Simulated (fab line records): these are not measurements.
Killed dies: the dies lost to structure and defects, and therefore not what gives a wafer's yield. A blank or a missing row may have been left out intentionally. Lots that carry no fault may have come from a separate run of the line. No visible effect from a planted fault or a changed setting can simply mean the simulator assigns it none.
Problem report, 8D (eight disciplines) form, completed by code || flow sky130 || the parts of the form that need people (team, actions taken, sign-off) are left out

1. WHAT IS WRONG
Mean VIA3_W_RS at SKY_VIA3_RS_MEAS_22: 0.372 ohm/sq over 4 wafers in 3 lots; fault-free wafers: 0.295 ohm/sq, standard deviation 0.0033. Measured from the usual mean, that is +23 standard deviations.
The step: measures by four-point-probe.
Earliest sighting: wafer L533.2 on film-metro-01 at day 43 11:22. The record holds 30 wafers of 10 lots with a number at this step. Rule for "out" (also "out of limits"): further than 4 standard deviations from the usual mean. All remaining wafers that have a number are taken as sound.

2. WHAT IT IS AND WHAT IT IS NOT
{"question": "which readings at this step", "is": "VIA3_W_RS", "is not": "-"}
{"question": "which lots", "is": "L533, L535, L536", "is not": "L521, L526, L527, L541, L542, L543, L544"}
{"question": "which wafers of those lots", "is": "L533.2, L533.5, L535.3, L536.3", "is not": "L533.6, L535.1, L535.4, L536.2, L536.4"}
{"question": "read on which gauges", "is": "film-metro-01, film-metro-02", "is not": "film-metro-04"}
{"question": "when", "is": "from day 43 11:22", "is not": "up to then (10 sound wafers); but 16 sound wafers of L535, L536, L541, L542, L543, L544 came after"}

3. WHAT RULES OUT EACH SUSPECT
Counting: if a tool at a process step up to the reading ran every lot that is out, it stays a suspect. Sound lots after the first of them don't rule it out here, since some wafers of a struck lot are sound.
- the gauge at SKY_VIA3_RS_MEAS_22 has been ruled out. Those wafers that are out were read across 2 gauges (film-metro-01, film-metro-02).
- cvd-w-02 at SKY_VIA3_CVD_21 (deposits W, target thk 390 nm, time 117.31 s): kept. It processed each lot that is out (first: L533, day 43 11:13); up to then, its last sound lot is L527 (day 41 15:05). Its own readings are out on those wafers: chamber-pressure-Torr.
- Within cvd-w-02 at SKY_VIA3_CVD_21, the wafers that are out were processed in chamber 1 and their sound lot-mates in chamber 0.
Left after counting: cvd-w-02 at SKY_VIA3_CVD_21.

4. THE CAUSE (what the simulator had put in)
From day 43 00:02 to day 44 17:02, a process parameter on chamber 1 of cvd-w-02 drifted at SKY_VIA3_CVD_21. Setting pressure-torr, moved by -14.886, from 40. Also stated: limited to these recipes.
After counting, this tool was the only one left.

5. THE EFFECT CHAIN, in route order
Each row: a reading whose mean over the struck wafers that have a number lies more than 3 standard deviations from the usual. Readings are gone through only where the record gives a usual standard deviation; hours: the median, over the lots, of the time from a lot's start at the first step in this table giving one to that lot's start at this step; sigmas: the change measured in usual standard deviations.
{"hours": 0, "step": "SKY_VIA3_CVD_21", "reading": "chamber-pressure-Torr", "usual": "39.97 Torr", "on struck wafers": 25.08, "change": -14.89, "sigmas": "-99 or more"}
{"hours": 0, "step": "SKY_VIA3_RS_MEAS_22", "reading": "VIA3_W_RS", "usual": "0.295 ohm/sq", "on struck wafers": 0.372, "change": "+0.077", "sigmas": "+23"}
{"hours": 0, "step": "SKY_VIA3_THK_MEAS_23", "reading": "VIA3_W_THK", "usual": "414 nm", "on struck wafers": 324, "change": -90, "sigmas": -19}
{"hours": 0, "step": "SKY_VIA3_CMP_24", "reading": "time-to-endpoint-s", "usual": "95 s", "on struck wafers": 72, "change": -23, "sigmas": -7.0}
Here are the process steps it includes:
- SKY_VIA3_CVD_21: deposits W, target thk 390 nm, time 117.31 s.
- SKY_VIA3_CMP_24: polishes, stops on SiO2, t overpolish 20 s, target thk 0 nm.

6. WHAT WOULD HAVE CAUGHT IT SOONER
Counted from the fault's start at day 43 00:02, it took 11 hours until the first out-of-limits reading at a measuring or inspecting step in this record, taken at day 43 11:22.
Tool's own readings at SKY_VIA3_CVD_21, chamber-pressure-Torr: out on all struck wafers the step has rows for; an alarm limit on them would have tripped on the first.
Lots out: 3; of these, L535, L536 started SKY_VIA3_CVD_21 on cvd-w-02 after day 43 11:22. A hold on the tool at that time would have spared those 2.
